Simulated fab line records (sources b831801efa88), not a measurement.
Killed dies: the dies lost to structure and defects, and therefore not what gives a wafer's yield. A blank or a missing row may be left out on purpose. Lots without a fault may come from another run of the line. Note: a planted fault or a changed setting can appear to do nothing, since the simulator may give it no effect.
fab line records | flow sky130
[record] lots = 24 wafers = 72 lastDay = 50
route steps=708 shown SONOS_TUNNEL@166 VIA1@460 METAL2@484 CAPM@550 PASSIVATION@684
lots with no fault: from the same line, run without faults
startH: hours from the record's opening day to when the first of the lot's shown wafers began | waitH: hours from the lot's prior step to this one | " repeats the value in the row above | L1.1+2: a single row standing in for several wafers | - no value, or no start given | * or withheld: withheld | < > ~ a bound
route shown NAME@n: a module of which the file shows steps, and the number in the route of the first | usual: average and standard deviation across the fault-free wafers | same: alike in all rows | chamber/n: place in a boat | sites: each site's reading | _std_site: standard deviation across them | _edge_site: the outer-site mean with the inner-site mean subtracted | radiusMm: for every site, how far away it sits from the centre of the wafer | mask NAME#n: copy n | behind: tool/chamber where the wafer was last shaped | hold: what put the lot on hold/how long, in hours/how the hold closed | device: whichever transistor did not switch (one of n, p or np) | end of line: the same wafers' tests at the end of the route | a step given without rows: its recipe and nothing more | killed: dies lost to structure and defects at the first sort, not the wafer's yield | map: a wafer's dies, x killed, . not, _ none there
set.NAME: the setting as run; set.NAME@STEP: as run at that earlier step | model.NAME: the simulator's own value behind a step, which no gauge read
steps of the route over a sample of lots; a table a step, a row a wafer
services: from which hour (startH, from the record's first day; less than 0 if before it) a tool's chamber was out of use, for how many hours, and why
[[steps]]
[step SKY_SONOS_TUNNEL_TW_MEAS_12]
[usual] SONOS_TUNNEL_TW = 196.7/2.3
// columns lot.wafer tool chamber startH waitH SONOS_TUNNEL_TW
L074.1 filmMetro-03 - 247.94 0.0 198.4
L074.2 " - " " 198.5
L074.6 " - " " 197.9
L075.2 filmMetro-04 - 258.49 0.0 196.2
L075.4 " - " " 197.6
L075.5 " - " " 197.0
L076.1 filmMetro-03 - 261.31 0.0 199.1
L076.5 " - " " 199.1
L076.6 " - " " 198.8
L077.2 filmMetro-03 - 273.89 0.0 197.1
L077.5 " - " " 198.1
L077.6 " - " " 197.3
L078.3 filmMetro-03 - 279.81 0.0 197.9
L078.4 " - " " 198.6
L078.6 " - " " 197.7
L079.2 filmMetro-02 - 288.19 0.0 192.3
L079.3 " - " " 192.5
L079.4 " - " " 193.6
L080.2 filmMetro-03 - 293.25 0.0 200.6
L080.5 " - " " 199.3
L080.6 " - " " 199.2
L081.1 filmMetro-04 - 306.08 0.0 195.0
L081.2 " - " " 195.2
L081.6 " - " " 196.3
L082.2 filmMetro-04 - 316.51 0.0 195.7
L082.4 " - " " 195.1
L082.6 " - " " 196.4
L083.2 filmMetro-02 - 324.30 0.0 193.0
L083.4 " - " " 193.0
L083.6 " - " " 193.3
L084.2 filmMetro-03 - 326.91 0.0 198.0
L084.4 " - " " 198.2
L084.6 " - " " 198.4
L085.1 filmMetro-03 - 332.84 0.0 198.5
L085.4 " - " " 199.4
L085.5 " - " " 198.4
L086.1 filmMetro-04 - 347.36 0.0 196.6
L086.2 " - " " 195.7
L086.4 " - " " 196.8
L087.3 filmMetro-02 - 355.93 0.0 193.7
L087.4 " - " " 194.4
L087.6 " - " " 193.2
L088.1 filmMetro-03 - 358.06 0.0 200.4
L088.4 " - " " 199.8
L088.6 " - " " 201.1
L089.1 filmMetro-02 - 378.20 0.0 193.3
L089.2 " - " " 193.8
L089.4 " - " " 193.1
L090.2 filmMetro-04 - 378.66 0.0 195.3
L090.5 " - " " 196.6
L090.6 " - " " 196.6
L091.2 filmMetro-03 - 385.79 0.0 198.0
L091.3 " - " " 199.3
L091.4 " - " " 198.8
L092.1 filmMetro-04 - 387.79 0.0 196.0
L092.3 " - " " 196.3
L092.4 " - " " 196.0
L093.4 filmMetro-03 - 397.17 0.0 200.3
L093.5 " - " " 198.8
L093.6 " - " " 198.2
L094.2 filmMetro-04 - 406.68 0.0 195.9
L094.4 " - " " 196.4
L094.6 " - " " 196.0
L095.3 filmMetro-04 - 417.02 0.0 195.7
L095.4 " - " " 195.7
L095.5 " - " " 195.2
L096.4 filmMetro-03 - 428.02 0.0 199.4
L096.5 " - " " 199.4
L096.6 " - " " 199.7
L097.3 filmMetro-02 - 432.46 0.0 192.7
L097.4 " - " " 192.6
L097.5 " - " " 194.2
[step SKY_VIA1_CMP_02]
[recipe] material = SiO2 downForcePsi = 4 platenRpm = 60 padVelocityMS = 0.94248
[usual] motorCurrentA = 12.2/0.83
// columns lot.wafer tool chamber startH waitH motorCurrentA
L074.2 cmp-01 0 762.14 0.1 12.5
L074.1 " 1 " " 13.1
L074.6 " 2 " " 12.6
L075.2 cmp-02 3 766.39 0.0 11.7
L075.4 " 2 " " 10.5
L075.5 " 3 " " 11.4
L076.1 cmp-01 1 775.37 0.2 12.3
L076.5 " 2 " " 12.8
L076.6 " 3 " " 12.6
L077.2 cmp-01 0 782.43 0.2 12.6
L077.6 " 1 " " 13.1
L077.5 " 2 " " 12.6
L078.4 cmp-01 1 793.48 0.0 12.7
L078.3 " 3 " " 13.1
L078.6 " 2 " " 13.3
L079.4 cmp-01 0 803.52 0.0 11.7
L079.2 " 2 " " 12.8
L079.3 " 3 " " 12.8
L080.2 cmp-01 3 804.84 0.1 13.3
L080.5 " 1 " " 12.0
L080.6 " 2 " " 12.1
L081.2 cmp-02 1 819.56 0.1 12.7
L081.1 " 2 " " 10.8
L081.6 " 3 " " 12.0
L082.2 cmp-02 3 833.73 0.0 11.4
L082.4 " 1 " " 12.5
L082.6 " 3 " " 11.0
L083.2 cmp-01 0 838.23 0.0 12.1
L083.4 " 2 " " 13.0
L083.6 " 1 " " 13.1
L084.2 cmp-02 0 844.39 0.1 13.0
L084.4 " 2 " " 10.8
L084.6 " 3 " " 11.4
L085.4 cmp-02 1 848.13 0.1 12.2
L085.1 " 2 " " 10.6
L085.5 " 3 " " 11.4
L086.1 cmp-02 1 860.30 0.1 12.0
L086.2 " 3 " " 11.2
L086.4 " 0 " " 12.1
L087.4 cmp-01 1 868.10 0.0 12.7
L087.3 " 0 " " 12.0
L087.6 " 1 " " 12.5
L088.4 cmp-01 1 869.60 0.0 13.0
L088.1 " 3 " " 12.9
L088.6 " 2 " " 12.6
L089.1 cmp-02 1 883.56 0.3 11.9
L089.4 " 2 " " 10.2
L089.2 " 3 " " 11.3
L090.2 cmp-01 1 888.14 0.1 13.2
L090.6 " 3 " " 12.6
L090.5 " 0 " " 11.9
L091.2 cmp-01 2 896.02 0.3 12.4
L091.3 " 3 " " 12.8
L091.4 " 0 " " 11.7
L092.3 cmp-02 2 898.50 0.0 10.7
L092.1 " 3 " " 11.3
L092.4 " 1 " " 12.3
L094.2 cmp-02 1 918.23 0.0 12.3
L094.4 " 3 " " 11.6
L094.6 " 1 " " 12.7
L093.4 cmp-01 0 920.85 0.2 12.3
L093.5 " 1 " " 12.6
L093.6 " 2 " " 12.6
L095.3 cmp-01 0 921.12 0.1 11.4
L095.4 " 2 " " 12.7
L095.5 " 3 " " 12.8
L096.4 cmp-02 2 927.50 0.0 10.6
L096.6 " 2 " " 11.2
L096.5 " 3 " " 11.3
L097.3 cmp-02 3 932.60 0.1 11.1
L097.4 " 0 " " 12.6
L097.5 " 1 " " 12.4
[step SKY_VIA1_SPUTTER_20]
[recipe] material = TiN targetThkNm = 20 chamberPressurePa = 5 powerW = 4000 timeS = 80
[usual] throttleValvePct = 30.5/0.89
// columns lot.wafer tool chamber startH waitH throttleValvePct
L074.1 pvdSputter-03 - 789.55 0.0 30.4
L074.2 " - " " 30.4
L074.6 " - " " 30.3
L075.2 pvdSputter-03 - 794.05 0.0 30.6
L075.4 " - " " 30.5
L075.5 " - " " 30.0
L076.1 pvdSputter-03 - 802.48 0.0 30.5
L076.5 " - " " 30.7
L076.6 " - " " 30.8
L077.2 pvdSputter-03 - 810.44 0.0 31.1
L077.5 " - " " 29.8
L077.6 " - " " 30.6
L078.3 pvdSputter-01 - 820.81 0.0 30.2
L078.4 " - " " 29.1
L078.6 " - " " 30.2
L079.2 pvdSputter-03 - 831.68 0.0 30.8
L079.3 " - " " 30.4
L079.4 " - " " 30.5
L080.2 pvdSputter-02 - 832.63 0.0 29.3
L080.5 " - " " 31.1
L080.6 " - " " 29.4
L081.1 pvdSputter-03 - 846.76 0.0 30.5
L081.2 " - " " 30.8
L081.6 " - " " 30.5
L082.2 pvdSputter-03 - 860.68 0.0 29.7
L082.4 " - " " 31.0
L082.6 " - " " 30.5
L083.2 pvdSputter-03 - 864.73 0.0 30.9
L083.4 " - " " 30.4
L083.6 " - " " 30.5
L084.2 pvdSputter-02 - 871.98 0.0 33.0
L084.4 " - " " 29.7
L084.6 " - " " 30.8
L085.1 pvdSputter-01 - 875.48 0.0 29.4
L085.4 " - " " 30.6
L085.5 " - " " 30.4
L086.1 pvdSputter-02 - 886.98 0.0 29.5
L086.2 " - " " 29.8
L086.4 " - " " 31.2
L087.3 pvdSputter-02 - 895.09 0.0 29.4
L087.4 " - " " 29.9
L087.6 " - " " 32.9
L088.1 pvdSputter-02 - 896.52 0.0 31.2
L088.4 " - " " 29.7
L088.6 " - " " 32.8
L089.1 pvdSputter-03 - 910.15 0.0 30.7
L089.2 " - " " 30.3
L089.4 " - " " 29.8
L090.2 pvdSputter-02 - 914.78 0.0 29.9
L090.5 " - " " 29.9
L090.6 " - " " 29.4
L091.2 pvdSputter-03 - 922.43 0.0 29.8
L091.3 " - " " 30.5
L091.4 " - " " 30.5
L092.1 pvdSputter-01 - 924.33 0.0 30.6
L092.3 " - " " 30.5
L092.4 " - " " 30.1
L094.2 pvdSputter-02 - 943.73 0.0 29.2
L094.4 " - " " 33.2
L094.6 " - " " 29.7
L093.4 pvdSputter-03 - 946.68 0.0 30.9
L093.5 " - " " 31.0
L093.6 " - " " 30.4
L095.3 pvdSputter-03 - 947.45 0.0 30.4
L095.4 " - " " 30.8
L095.5 " - " " 30.5
L096.4 pvdSputter-01 - 952.38 0.0 30.6
L096.5 " - " " 30.4
L096.6 " - " " 30.4
L097.3 pvdSputter-01 - 958.28 0.0 29.3
L097.4 " - " " 30.4
L097.5 " - " " 30.4
[step SKY_METAL2_SPUTTER_01]
[recipe] material = TiN targetThkNm = 20 powerW = 6500 timeS = 16.7 chamberPressurePa = 0.4
[usual] throttleValvePct = 30.2/0.63
// columns lot.wafer tool chamber startH waitH throttleValvePct
L074.1 pvdSputter-01 - 790.21 0.0 30.5
L074.2 " - " " 30.3
L074.6 " - " " 30.2
L075.2 pvdSputter-01 - 794.71 0.0 30.6
L075.4 " - " " 30.5
L075.5 " - " " 30.5
L076.1 pvdSputter-01 - 803.14 0.0 30.1
L076.5 " - " " 30.5
L076.6 " - " " 30.0
L077.2 pvdSputter-01 - 811.09 0.0 30.6
L077.5 " - " " 30.3
L077.6 " - " " 30.3
L078.3 pvdSputter-04 - 821.47 0.0 30.2
L078.4 " - " " 28.3
L078.6 " - " " 30.0
L079.2 pvdSputter-01 - 832.36 0.0 30.1
L079.3 " - " " 30.4
L079.4 " - " " 30.4
L080.2 pvdSputter-03 - 833.28 0.0 30.0
L080.5 " - " " 30.4
L080.6 " - " " 30.9
L081.1 pvdSputter-04 - 847.42 0.0 30.0
L081.2 " - " " 29.9
L081.6 " - " " 31.8
L082.2 pvdSputter-01 - 861.33 0.0 29.4
L082.4 " - " " 30.3
L082.6 " - " " 30.4
L083.2 pvdSputter-01 - 865.38 0.0 30.3
L083.4 " - " " 30.4
L083.6 " - " " 30.2
L084.2 pvdSputter-03 - 873.09 0.0 30.5
L084.4 " - " " 30.8
L084.6 " - " " 30.6
L085.1 pvdSputter-03 - 876.13 0.0 30.3
L085.4 " - " " 30.8
L085.5 " - " " 30.5
L086.1 pvdSputter-01 - 887.63 0.0 30.5
L086.2 " - " " 29.2
L086.4 " - " " 30.1
L087.3 pvdSputter-01 - 895.74 0.0 30.4
L087.4 " - " " 30.6
L087.6 " - " " 30.6
L088.1 pvdSputter-01 - 897.29 0.0 29.0
L088.4 " - " " 30.5
L088.6 " - " " 30.2
L089.1 pvdSputter-03 - 910.81 0.0 30.1
L089.2 " - " " 30.6
L089.4 " - " " 30.7
L090.2 pvdSputter-04 - 915.52 0.0 29.9
L090.5 " - " " 30.1
L090.6 " - " " 30.0
L091.2 pvdSputter-04 - 923.18 0.0 28.4
L091.3 " - " " 29.8
L091.4 " - " " 31.8
L092.1 pvdSputter-01 - 924.98 0.0 30.2
L092.3 " - " " 30.7
L092.4 " - " " 29.6
L094.2 pvdSputter-04 - 944.39 0.0 28.8
L094.4 " - " " 31.7
L094.6 " - " " 29.9
L093.4 pvdSputter-01 - 947.41 0.0 29.3
L093.5 " - " " 30.3
L093.6 " - " " 30.3
L095.3 pvdSputter-03 - 948.11 0.0 30.7
L095.4 " - " " 30.3
L095.5 " - " " 30.3
L096.4 pvdSputter-01 - 953.71 0.0 30.0
L096.5 " - " " 30.3
L096.6 " - " " 30.7
L097.3 pvdSputter-03 - 958.93 0.0 31.0
L097.4 " - " " 29.9
L097.5 " - " " 29.9
[step SKY_CAPM_METAL_ETCH_13]
[recipe] targetDepthNm = 220 stopOn = SiO2 chemistry = Cl2/BCl3 target = TiN pressureMtorr = 10 icpW = 900 biasW = 48.5 Cl2_flow_sccm = 60 bcl3FlowSccm = 30 timeS = 62.9
[usual] biasW = 48.50/0.15 drypumpMotorCurrentA = 5.5/0.41 oesProductAu = 0.940/0.007 throttleValvePct = 21.901/0.0091
// columns lot.wafer tool chamber startH waitH biasW drypumpMotorCurrentA oesProductAu rfHoursCounterH throttleValvePct
L074.1 rieMetal-01 1 872.48 0.0 48.38 5.6 0.944 4 21.889
L074.2 " 0 " " 48.59 5.1 0.937 13 21.896
L074.6 " 1 " " 48.28 5.6 0.925 - 21.912
L075.2 rieMetal-01 0 876.76 0.0 48.88 5.1 0.944 13 21.914
L075.4 " 1 " " 48.56 5.6 0.934 - 21.916
L075.5 " 0 " " 48.53 5.1 0.941 - 21.914
L076.1 rieMetal-01 0 886.48 0.0 48.46 5.1 0.943 14 21.909
L076.5 " 0 " " 48.43 5.1 0.952 - 21.917
L076.6 " 0 " " 48.23 5.1 0.945 - 21.902
L077.2 rieMetal-04 0 892.43 0.0 48.64 6.3 0.931 14 21.901
L077.5 " 0 " " 48.76 6.3 0.941 - 21.889
L077.6 " 1 " " 48.54 5.1 0.934 - 21.914
L078.3 rieMetal-01 0 901.65 0.0 48.34 5.1 0.931 - 21.912
L078.4 " 1 " " 48.50 5.6 0.944 - 21.908
L078.6 " 1 " " 48.50 5.6 0.936 - 21.902
L079.2 rieMetal-04 1 913.13 0.0 48.55 5.1 0.941 12 21.893
L079.3 " 1 " " 48.20 5.1 0.935 - 21.902
L079.4 " 0 " " 48.63 6.3 0.928 - 21.914
L080.2 rieMetal-03 0 915.20 0.0 48.41 5.4 0.944 - 21.898
L080.5 " 0 " " 48.38 5.4 0.942 - 21.879
L080.6 " 0 " " 48.27 5.4 0.946 - 21.886
L081.1 rieMetal-04 0 927.33 0.0 48.65 6.2 0.943 16 21.894
L081.2 " 1 " " 48.63 5.1 0.952 13 21.911
L081.6 " 0 " " 48.52 6.3 0.940 - 21.898
L082.2 rieMetal-03 1 941.48 0.0 48.63 5.9 0.939 1 21.891
L082.4 " 1 " " 48.60 5.9 0.934 - 21.910
L082.6 " 1 " " 48.46 5.9 0.938 - 21.909
L083.2 rieMetal-01 0 944.65 0.0 48.54 5.1 0.923 - 21.917
L083.4 " 0 " " 48.51 5.1 0.932 - 21.908
L083.6 " 0 " " 48.54 5.1 0.932 - 21.905
L084.2 rieMetal-04 1 950.98 0.0 48.50 5.1 0.942 14 21.891
L084.4 " 0 " " 48.41 6.3 0.939 - 21.909
L084.6 " 1 " " 48.69 5.1 0.937 - 21.905
L085.1 rieMetal-04 1 953.68 0.0 48.46 5.1 0.947 14 21.875
L085.4 " 1 " " 48.59 5.1 0.949 - 21.908
L085.5 " 1 " " 48.37 5.1 0.941 - 21.893
L086.1 rieMetal-03 1 964.83 0.0 48.30 5.9 0.936 2 21.900
L086.2 " 1 " " 48.22 5.9 0.945 - 21.887
L086.4 " 1 " " 48.30 5.9 0.932 - 21.905
L087.3 rieMetal-03 1 972.18 0.1 48.41 5.9 0.940 - 21.894
L087.4 " 1 " " 48.32 5.9 0.953 - 21.892
L087.6 " 1 " " 48.41 5.9 0.945 - 21.901
L088.1 rieMetal-01 0 976.03 0.0 48.46 5.1 0.934 19 21.902
L088.4 " 0 " " 48.49 5.1 0.939 - 21.905
L088.6 " 1 " " 48.63 5.6 0.934 - 21.901
L089.1 rieMetal-03 1 986.86 0.0 48.31 5.9 0.943 4 21.886
L089.2 " 0 " " 48.49 5.4 0.941 0 21.882
L089.4 " 1 " " 48.32 5.9 0.934 - 21.904
L090.2 rieMetal-04 0 990.06 0.0 48.71 6.3 0.943 19 21.905
L090.5 " 0 " " 48.64 6.3 0.949 - 21.899
L090.6 " 1 " " 48.52 5.1 0.941 - 21.897
L091.2 rieMetal-01 0 998.26 0.0 48.51 5.1 0.936 20 21.903
L091.3 " 0 " " 48.63 5.1 0.944 - 21.892
L091.4 " 1 " " 48.45 5.6 0.942 - 21.892
L092.1 rieMetal-01 0 1001.38 0.0 48.46 5.1 0.943 20 21.896
L092.3 " 1 " " 48.64 5.6 0.936 - 21.903
L092.4 " 0 " " 48.46 5.1 0.935 - 21.900
L094.2 rieMetal-01 0 1018.83 0.0 48.44 5.1 0.932 21 21.902
L094.4 " 0 " " 48.73 5.1 0.942 - 21.894
L094.6 " 1 " " 48.44 5.6 0.940 - 21.904
L093.4 rieMetal-03 1 1020.84 0.0 48.50 5.9 0.941 - 21.904
L093.5 " 0 " " 48.47 5.4 0.936 - 21.904
L093.6 " 1 " " 48.50 5.9 0.932 - 21.907
L095.3 rieMetal-04 1 1022.03 0.1 48.59 5.1 0.940 - 21.898
L095.4 " 1 " " 48.62 5.1 0.937 - 21.890
L095.5 " 1 " " 48.72 5.1 0.944 - 21.904
L096.4 rieMetal-03 1 1027.30 0.0 48.36 5.9 0.948 - 21.905
L096.5 " 1 " " 48.49 5.9 0.952 - 21.899
L096.6 " 0 " " 48.69 5.4 0.948 - 21.905
L097.3 rieMetal-03 0 1032.65 0.0 48.41 5.4 0.933 - 21.890
L097.4 " 1 " " 48.62 5.9 0.946 - 21.901
L097.5 " 1 " " 48.76 5.9 0.934 - 21.892
[step SKY_PASSIVATION_THK_MEAS_03]
[recipe] reads = Si3N4_of_PASSIVATION_CVD_02
[usual] PASSIVATION_CVD_02_THK = 538/7
// columns lot.wafer tool chamber startH waitH PASSIVATION_CVD_02_THK[nm]
L074.1 filmMetro-01 - 1026.11 - 525
L074.2 " - " " 538
L074.6 " - " " 539
L075.2 filmMetro-03 - 1029.45 - 520
L075.4 " - " " 528
L075.5 " - " " 528
L076.1 filmMetro-03 - 1037.06 - 530
L076.5 " - " " 542
L076.6 " - " " 534
L077.2 filmMetro-01 - 1044.24 - 538
L077.5 " - " " 547
L077.6 " - " " 544
L078.3 filmMetro-02 - 1050.98 - 533
L078.4 " - " " 544
L078.6 " - " " 534
L079.2 filmMetro-02 - 1061.64 - 536
L079.3 " - " " 533
L079.4 " - " " 545
L080.2 filmMetro-01 - 1064.89 - 536
L080.5 " - " " 541
L080.6 " - " " 541
L081.1 filmMetro-01 - 1075.41 - 540
L081.2 " - " " 530
L081.6 " - " " 545
L082.2 filmMetro-01 - 1085.95 - 524
L082.4 " - " " 535
L082.6 " - " " 537
L083.2 filmMetro-01 - 1089.33 - 534
L083.4 " - " " 536
L083.6 " - " " 546
L084.2 filmMetro-02 - 1093.84 - 540
L084.4 " - " " 544
L084.6 " - " " 555
L085.1 filmMetro-02 - 1094.96 - 529
L085.4 " - " " 537
L085.5 " - " " 539
L086.1 filmMetro-03 - 1107.84 - 529
L086.2 " - " " 533
L086.4 " - " " 545
L087.3 filmMetro-02 - 1111.86 - 527
L087.4 " - " " 543
L087.6 " - " " 532
L088.1 filmMetro-03 - 1115.90 - 530
L088.4 " - " " 542
L088.6 " - " " 533
L089.1 filmMetro-02 - 1122.70 - 541
L089.2 " - " " 539
L089.4 " - " " 543
L090.2 filmMetro-03 - 1128.13 - 536
L090.5 " - " " 549
L090.6 " - " " 546
L091.2 filmMetro-01 - 1133.58 - 538
L091.3 " - " " 540
L091.4 " - " " 543
L092.1 filmMetro-03 - 1136.31 - 536
L092.3 " - " " 548
L092.4 " - " " 546
L094.2 filmMetro-03 - 1151.65 - 531
L094.4 " - " " 540
L094.6 " - " " 542
L093.4 filmMetro-02 - 1152.61 - 540
L093.5 " - " " 545
L093.6 " - " " 543
L095.3 filmMetro-01 - 1152.93 - 541
L095.4 " - " " 543
L095.5 " - " " 543
L096.4 filmMetro-01 - 1158.26 - 539
L096.5 " - " " 542
L096.6 " - " " 545
L097.3 filmMetro-01 - 1161.38 - 542
L097.4 " - " " 546
L097.5 " - " " 542
[[services]]
// columns tool chamber startH hours kind
cmp-01 - 744.09 4.0 pm
rieMetal-01 1 746.41 1.8 repair
pvdSputter-03 - 747.96 1.7 repair
cmp-01 - 756.82 1.8 repair
cmp-01 - 765.95 2.9 repair
cmp-02 - 771.56 2.4 repair
rieMetal-01 - 819.89 14.6 pm
cmp-01 - 834.45 0.3 repair
cmp-01 - 844.01 0.3 repair
cmp-02 - 853.19 1.0 repair
rieMetal-01 - 857.32 0.3 repair
cmp-02 - 864.23 18.3 repair
cmp-02 - 865.24 13.8 repair
rieMetal-01 1 882.25 6.8 repair
cmp-01 - 882.46 1.7 repair
cmp-01 - 883.39 2.1 repair
cmp-02 - 889.91 6.4 repair
cmp-01 - 896.32 4.9 pm
rieMetal-01 - 897.51 2.8 pm
cmp-02 - 912.25 4.0 pm
cmp-02 - 941.84 9.8 pm
cmp-02 - 954.89 5.3 pm
cmp-02 - 955.93 1.0 repair
pvdSputter-03 - 1014.56 1.2 repair
[[key]]
fault none
